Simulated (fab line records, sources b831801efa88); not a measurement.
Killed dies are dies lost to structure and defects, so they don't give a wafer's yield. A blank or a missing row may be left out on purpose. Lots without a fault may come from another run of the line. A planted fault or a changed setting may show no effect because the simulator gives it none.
A struck lot beside a sound one | flow sky130 | 14 steps out of a route of 708
Sound: wafers L927.1, L927.5, L927.6. Struck: wafers L940.1, L940.5, L940.6. The cause comes at the end.
At each step with rows: each side's tool, then ch and its chambers, then its first start. Under that, the readings that differ: sound wafers | struck wafers | difference of the means | sigmas: that difference in standard deviations of wafers without a fault.
alike: readings whose means differ by less than 2 such deviations, and words and numbers that are the same on both sides. not compared: withheld readings, readings that some wafer has no value for, bounds like >300 that may hide the same value, and numbers for which the record gives no deviation and whose values overlap.
The two part at a step that has a row with sigmas, a row that says differs or no value, or rows on one side only. Numbers that don't overlap but have no deviation are shown without sigmas and don't part them. A reading that every wafer of one side lacks parts them only if that side has two wafers or more.

first, 4 steps without rows for these wafers: SKY_VT_ADJUST_LVTN_SOFTBAKE_14 (time 60 s); SKY_VT_ADJUST_LVTN_EXPOSE_15 (exposes mask HVN STD DERIVED, target cd 600 nm); SKY_VT_ADJUST_LVTN_PEB_16; SKY_VT_ADJUST_LVTN_DEVELOP_17 (develop time 60 s).
SKY_VT_ADJUST_LVTN_OVL_MEAS_18:
  sound on overlay-02, day 8 03:00; struck on overlay-01, day 11 16:23
  alike: VT_ADJUST_LVTN_01_OVL
then, 1 step without rows for these wafers: SKY_VT_ADJUST_LVTN_IMPLANT_19.
SKY_VT_ADJUST_LVTN_STRIP_20: strips in O2/N2.
  sound on plasma_asher-04 ch 0,1, day 8 03:11; struck on plasma_asher-03 ch 0,1, day 11 16:34
  alike: drypump_motor_current_A, oes_product_au, strip_time_to_endpoint_s
  not compared: rf_hours_counter_h
SKY_VT_ADJUST_LVTN_TW_MEAS_21:
  sound on film_metro-03, day 8 03:17; struck on film_metro-03, day 11 16:40
  alike: VT_ADJUST_LVTN_2_TW
then, 4 steps without rows for these wafers: SKY_VT_ADJUST_NCORE_DEHYDRATE_00 (time 60 s); SKY_VT_ADJUST_NCORE_HMDS_01 (prime time 60 s); SKY_VT_ADJUST_NCORE_COAT_02 (resist thk 1140 nm); SKY_VT_ADJUST_NCORE_SOFTBAKE_03 (time 60 s).
SKY_VT_ADJUST_NCORE_EXPOSE_04: exposes mask LVTN COMPLEMENT THIN, target cd 380 nm.
  sound on iline_stepper-01 ch 0, day 8 13:33; struck on iline_stepper-01, day 12 04:42
  no value came back on the struck wafers for exposure_dose_mJ_cm2, focus_offset_nm (nm); on the sound wafers exposure_dose_mJ_cm2 reads 138.84 139.14 139.15
  alike: mask
then, 1 step without rows for these wafers: SKY_VT_ADJUST_NCORE_PEB_05.

WHERE THEY PART
Only at SKY_VT_ADJUST_NCORE_EXPOSE_04, within this record.

WHY: what the simulator had put in
Skipped step whole: iline_stepper-01, from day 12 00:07 on, at SKY_VT_ADJUST_NCORE_EXPOSE_04. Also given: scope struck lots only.
